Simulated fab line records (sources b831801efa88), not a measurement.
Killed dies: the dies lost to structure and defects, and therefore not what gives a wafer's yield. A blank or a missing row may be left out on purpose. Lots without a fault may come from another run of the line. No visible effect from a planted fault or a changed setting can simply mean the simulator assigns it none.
Chamber matching ; flow gf180mcu ; 4 sister chambers for GF_V3_CMP_04 on cmp-01
The step polishes SiO2. 4 wafers are shown with their chamber, then 8 later ones without.

== EACH WAFER AND ITS CHAMBER ==
wafer;chamber;motor_current_A (A)
L940.6;3;12.1
L943.2;2;11.4
L943.5;0;12.0
L948.1;1;10.0

== WAFERS MISSING THEIR CHAMBER ==
wafer;motor_current_A (A)
L948.3;11.3
L948.6;10.2
L949.1;12.3
L949.5;10.6
L949.6;11.8
L951.1;11.6
L951.3;9.6
L951.6;11.4

== WHICH CHAMBER EACH ONE RAN IN ==
wafer;from the rows above;in truth
L948.3;2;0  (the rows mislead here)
L948.6;1;1
L949.1;can't be placed: 3 or 0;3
L949.5;can't be placed: 1 or 2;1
L949.6;can't be placed: 0 or 3 or 2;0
L951.1;can't be placed: 2 or 0 or 3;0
L951.3;1;1
L951.6;2;2
Correct placement for 3 of the 8. Cannot be placed on the basis of these rows: 4; the candidates contain the true chamber in 4. Wrongly placed: 1.
How it was worked out, from the rows above alone: a wafer's distance from a chamber is the root of the sum, over the readings, of the square of ((its reading less the chamber's mean) divided by the reading's scatter). The wafer belongs to the nearest chamber; if the next one is less than 2 further off, it can't be placed. Each chamber's mean is taken over the wafers shown for it. The scatter (one wafer shown for each chamber): square how far every hidden wafer sits from the nearest shown wafer, average those squares and take the square root.
